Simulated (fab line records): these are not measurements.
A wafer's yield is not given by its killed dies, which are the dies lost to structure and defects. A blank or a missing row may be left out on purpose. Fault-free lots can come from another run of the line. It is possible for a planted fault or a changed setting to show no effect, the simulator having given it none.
Comparing a struck lot with a sound one ; flow sky130 ; 14 steps out of a route of 708
Sound: wafers L283.2, L283.3, L283.4. Struck: wafers L278.2, L278.3, L278.4. The cause is named last.
Per side, at each step with rows, come the tool, then ch with its chambers, and then its first start. Under that, the readings that differ: sound wafers ; struck wafers ; difference of the means ; sigmas: that difference in standard deviations of wafers without a fault.
alike: readings with means less than 2 such deviations apart, plus words and numbers identical on both sides. not compared: withheld readings, readings lacking a value on some wafer, bounds such as >300 that could conceal the same value, and numbers that have no deviation in the record and whose values overlap.
The two part at a step that has a row with sigmas, a row that says differs or no value, or rows on one side only. Numbers that don't overlap but have no deviation are shown without sigmas and don't part them. A reading missing from all wafers of one side parts the sides only when that side holds two or more wafers.

SKY_VIA3_CD_MEAS_12: the cd target is 200 nm.
  sound on cd-sem-01, day 44 16:44; struck on cd-sem-01, day 43 08:11
  alike: cd-nm
SKY_VIA3_OVL_MEAS_13:
  sound on overlay-01, day 44 16:51; struck on overlay-02, day 43 08:17
  alike: VIA3_OVL
SKY_VIA3_ETCH_14: etches BARC in N2/H2, stops on SiO2, time 45.9 s, target depth 60 nm.
  sound on rie-diel-04 ch 0,1,3, day 44 16:53; struck on rie-diel-01 ch 0,1,3, day 43 08:19
  alike: drypump-motor-current-A, oes-product-au, throttle-valve-pct
  not compared: rf-hours-counter-h
SKY_VIA3_ETCH_15: etches SiO2 in C4F8/O2/Ar, stops on TiN, target depth 507 nm, time 78 s.
  sound on rie-diel-04 ch 0,1,3, day 44 16:55; struck on rie-diel-01 ch 0,1,3, day 43 08:22
  alike: oes-product-au
  not compared: rf-hours-counter-h
SKY_VIA3_STRIP_16: strips in O2/N2.
  sound on plasma-asher-02 ch 0,1, day 44 16:59; struck on plasma-asher-03 ch 0,1, day 43 08:25
  alike: drypump-motor-current-A, o2-flow-sccm, oes-product-au, strip-time-to-endpoint-s
  not compared: rf-hours-counter-h
then, 3 steps without rows for these wafers: SKY_VIA3_STRIP_17 (strips in post etch residue remover, time 1200 s); SKY_VIA3_CLEAN_18 (cleans in IPA, time 180 s); SKY_VIA3_CLEAN_19 (cleans in O3/DIW).
SKY_VIA3_SPUTTER_20: material TiN, target thk 20 nm, time 80 s.
  sound on pvd-sputter-02, day 44 17:35; struck on pvd-sputter-03, day 43 09:03
  alike: throttle-valve-pct
SKY_VIA3_CVD_21: deposits W, target thk 390 nm, time 117.31 s.
  sound on cvd-w-01 ch 0,1, day 44 17:38; struck on cvd-w-01 ch 0,1, day 43 09:07
  alike: heater-power-outer-w, heater-power-w
SKY_VIA3_RS_MEAS_22: a four-point-probe measurement.
  sound on film-metro-02, day 44 17:47; struck on film-metro-03, day 43 09:15
  alike: VIA3_W_RS
SKY_VIA3_THK_MEAS_23: measures by xrf.
  sound on film-metro-02, day 44 17:53; struck on film-metro-03, day 43 09:22
  alike: VIA3_W_THK
SKY_VIA3_CMP_24: polishes, stops on SiO2, t overpolish 20 s, target thk 0 nm.
  sound on cmp-02 ch 0,2,3, day 44 18:28; struck on cmp-01 ch 0,1,3, day 43 09:25
reading;sound;struck;difference;sigmas
overpolish-run-s (s);19.986 20.025 19.996;0.035 0.037 0.049;-19.962;-99 or more
time-to-endpoint-s (s);98 96 97;149 147 148;+51;+12
  alike: head-pressure-psi, motor-current-A, platen-rpm
-- the record jumps here: 6 days lie between the struck wafers' starts before and after (it left off in module VIA3 and takes up again in module PAD_OPEN, whose first step shown is number 708 of the route) --
SKY_PAD_OPEN_PROBE_99:
  sound on prober-01, day 49 22:27; struck on prober-02, day 48 21:28
reading;sound;struck;difference;sigmas
hold;- - -;await-dispo/3.0h/scrap await-dispo/3.0h/scrap await-dispo/3.0h/scrap;no value on the sound wafers;
defect-limited-yield (%);84.6 82.7 80.7;0 0 0;-83;-46
killed_at_M0_to_M3;39 37 47;444 454 461;+412;+62
killed-dies;76 85 95;492 492 492;+407;+46
killed-on-rim;21 19 22;96 96 96;+75;+20
sort_bin_3_pad_short (%);0.4 0.8 2.2;83.5 83.9 83.7;+82.6;+99 or more
sort-n-pass;416 407 397;0 0 0;-407;-46
sort-yield-pct (%);84.6 82.7 80.7;0 0 0;-83;-46
  alike: killed_at_M4_up, killed-at-contacts, killed-at-front-end, killed-at-other, killed-open, killed-short, sort_bin_5_function, sort_bin_6_memory

## WHERE THEY PART
At SKY_VIA3_CMP_24 first; at SKY_PAD_OPEN_PROBE_99 last (within this record only).

WHY: what the simulator had put in
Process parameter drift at SKY_VIA3_CMP_24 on cmp-01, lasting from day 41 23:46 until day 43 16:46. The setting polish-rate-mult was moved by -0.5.
